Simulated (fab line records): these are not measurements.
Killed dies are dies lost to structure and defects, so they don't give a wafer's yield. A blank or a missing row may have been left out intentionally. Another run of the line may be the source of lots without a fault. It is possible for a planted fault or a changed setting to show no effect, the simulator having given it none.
Which of the tools did it? | flow sky130 | 6 lots with 18 wafers sampled at 2 steps, on a route of 708 steps

== WHAT THE GAUGES SHOWED, per wafer ==
SKY_LDD_HVP_OVL_MEAS_07.
lot  | measured     | on         | LDD_HVP_OVL (nm)
L319 | day 24 05:07 | overlay-01 | -1.3 -1.7 -3.2
L322 | day 25 13:53 | overlay-01 | 0.2 -0.2 -0.9
L326 | day 26 19:10 | overlay-01 | 0.5 -0.9 1.7
L330 | day 28 00:41 | overlay-01 | -0.2 0.0 -1.6
L332 | day 28 13:48 | overlay-01 | -3.2 -3.8 -1.3
L334 | day 29 12:07 | overlay-01 | -2.3 -1.5 -2.2

== TOOL THAT RAN EACH LOT (tool first, then ch and the chambers of the sampled wafers, then the start) ==
lot  | SKY_LDD_HVN_STRIP_09
L319 | plasmaAsher-02 ch 0,1, day 22 23:32
L322 | plasmaAsher-03 ch 0,1, day 24 08:12
L326 | plasmaAsher-03 ch 0,1, day 25 13:38
L330 | plasmaAsher-01 ch 0,1, day 26 19:53
L332 | plasmaAsher-01 ch 0,1, day 27 09:42
L334 | plasmaAsher-03 ch 0,1, day 28 07:31
- SKY_LDD_HVN_STRIP_09: strips in O2/N2.

== THE ANSWER, worked out from the rows above alone ==
Rule: usual is defined by the lots themselves. Put in order of their means at a reading, lots are off if they are a third of the lots or fewer, leave a main group of 4 or more, and stand apart from it by a gap of 3 or more times the standard deviation of the main group's means; of several such gaps the widest counts. A main group is skipped when, at the precision printed for the reading in the tables above, its means are all equal. Also off: a lot with no number at a reading for which 4 or more lots have one. Where the step has rows for the other lots, those lots are counted as sound.
None of the lots is off at any reading shown; this tells nothing.

== WHAT WAS PUT IN BY THE SIMULATOR ==
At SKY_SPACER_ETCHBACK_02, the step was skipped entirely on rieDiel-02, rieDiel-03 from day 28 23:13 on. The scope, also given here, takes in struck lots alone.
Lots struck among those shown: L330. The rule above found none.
